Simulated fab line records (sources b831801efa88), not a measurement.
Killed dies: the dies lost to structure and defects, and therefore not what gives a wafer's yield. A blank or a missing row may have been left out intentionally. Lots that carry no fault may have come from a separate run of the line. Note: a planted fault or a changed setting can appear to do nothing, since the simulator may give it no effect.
2 desks, one fault ; flow sky130 ; each desk holds nothing but its own numbers, with what lay behind them at the end

## DESK OF THE TOOL OWNER: implanter-04
SKY_SD_N_IMPLANT_09, tool's own readings: per-lot mean of the sampled wafers with a number, covering each lot this tool ran. Marked OUT: a lot whose mean sits more than 4 standard deviations from the usual mean, which makes it out of limits; the brackets give that distance.
Columns: A = beam-energy-keV at SKY_SD_N_IMPLANT_09, usual 50.002; B = dose-ions-cm2 at SKY_SD_N_IMPLANT_09, usual 4.001e+15
lot;first seen here;A;B
L531;day 28 10:40;50.003;3.996e+15
L532;day 28 19:17;49.986;3.731e+15 (-60) OUT
L535;day 29 18:33;50.009;3.729e+15 (-61) OUT
L544;day 32 14:31;50.006;4.003e+15
L546;day 33 14:19;50.014;4.003e+15
L552;day 35 10:20;49.970;4.001e+15
Finding of this desk: L532, L535 out of limits; the first was L532 at day 28 19:17, on dose-ions-cm2 at SKY_SD_N_IMPLANT_09. L531, L544, L546, L552 stayed within limits.

## FROM THE METROLOGY DESK
What the gauges read, lot by lot, whatever tool the lot ran on: means of the sampled wafers that have a number. Marked OUT: a lot whose mean sits more than 4 standard deviations from the usual mean, which makes it out of limits; the brackets give that distance.
Columns: A = SD_N_RS at SKY_SD_N_RS_MEAS_16, usual 68.57 ohm/sq; B = CONTACT_CVD_00_THK at SKY_CONTACT_THK_MEAS_01, usual 75.2 nm; C = cd-nm at SKY_CONTACT_CD_MEAS_14, usual 169.6 nm
lot;first seen here;A;B;C
L531;day 28 11:20;68.66;74.2;171.2
L532;day 28 19:58;69.10 (+4.4) OUT;75.0;170.3
L535;day 29 19:15;69.19 (+5.2) OUT;75.8;173.6
L543;day 32 12:43;68.51;75.3;167.7
L544;day 32 15:11;68.62;75.9;171.0
L545;day 33 11:17;68.62;74.7;167.1
L546;day 33 15:01;68.61;74.2;170.5
L549;day 34 11:27;68.44;76.0;171.2
L551;day 34 19:23;68.44;75.0;169.1
L550;day 34 23:55;68.55;75.1;169.8
L552;day 35 11:01;68.38;75.4;170.1
This desk reports L532, L535 out of limits; the earliest was L532 at day 28 19:58 (SD_N_RS at SKY_SD_N_RS_MEAS_16). L531, L543, L544, L545, L546, L549, L551, L550, L552 stayed within limits.

## PUT TOGETHER
The tool owner's desk could have raised an alarm at day 28 19:17, on L532, L535.
An alarm was possible from the metrology desk at day 28 19:58, on L532, L535.
Every lot named ran SKY_SD_N_IMPLANT_09 on implanter-04.

## WHAT THE SIMULATOR PUT IN
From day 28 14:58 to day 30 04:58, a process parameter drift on implanter-04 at SKY_SD_N_IMPLANT_09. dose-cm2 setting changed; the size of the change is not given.
Struck lots among those shown: L532, L535.
Counting hours from when the fault started, the first reading out of limits came at 4 for the tool owner's desk and at 5 for the metrology desk.
